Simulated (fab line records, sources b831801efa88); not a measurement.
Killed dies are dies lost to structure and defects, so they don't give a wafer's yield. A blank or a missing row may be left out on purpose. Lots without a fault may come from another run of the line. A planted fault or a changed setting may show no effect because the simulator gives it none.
Chamber matching | flow gf180mcu | GF_V4_CMP_04 on cmp-01: 4 sister chambers
The step polishes SiO2. 14 wafers are shown with their chamber, then 7 later ones without.

WAFERS WITH THEIR CHAMBER
wafer  | chamber | motor_current_A (A) | time_to_endpoint_s (s)
L477.3 | 2       | 12.8                | 88
L477.5 | 1       | 11.9                | 91
L477.6 | 0       | 10.9                | 91
L479.1 | 1       | 11.9                | 87
L479.2 | 2       | 12.9                | 88
L479.5 | 0       | 10.4                | 92
L480.1 | 0       | 11.0                | 83
L480.5 | 3       | 11.0                | 94
L480.6 | 2       | 13.3                | 88
L482.1 | 1       | 12.0                | 82
L482.4 | 3       | 11.4                | 90
L482.5 | 3       | 11.9                | 91
L491.1 | 0       | 11.1                | 75
L491.2 | 1       | 11.2                | 67

SIGNATURES (means of the wafers above)
reading            | chamber 0 | chamber 1 | chamber 2 | chamber 3 | scatter within a chamber
motor_current_A    | 10.850    | 11.750    | 13.000    | 11.433    | 0.353
time_to_endpoint_s | 85.25     | 81.75     | 88.00     | 91.67     | 7.27
Rule: a wafer's distance from a chamber is the root of the sum, over the readings, of the square of ((its reading less the chamber's mean) divided by the reading's scatter). The wafer belongs to the nearest chamber; if the next one is less than 2 further off, it can't be placed. The scatter: the root of (the sum of the squares of (reading less its chamber's mean) over the shown wafers, divided by (wafers less chambers)).

WAFERS WITHOUT THEIR CHAMBER
wafer  | motor_current_A (A) | time_to_endpoint_s (s)
L491.6 | 11.6                | 82
L492.4 | 13.1                | 75
L492.5 | 11.3                | 81
L492.6 | 11.1                | 72
L496.2 | 12.4                | 75
L496.5 | 13.0                | 78
L496.6 | 12.2                | 82

WHICH CHAMBER EACH WENT THROUGH
wafer  | from the rows above          | in truth
L491.6 | can't be placed: 1 or 3 or 0 | 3
L492.4 | 2                            | 2
L492.5 | can't be placed: 1 or 0 or 3 | 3
L492.6 | can't be placed: 0 or 1 or 3 | 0
L496.2 | can't be placed: 1 or 2 or 3 | 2
L496.5 | 2                            | 2
L496.6 | can't be placed: 1 or 2 or 3 | 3
Placed correctly: 2 of 7. Can't be placed from these rows: 5 (the true chamber is among the candidates in 5). Placed wrongly: 0.
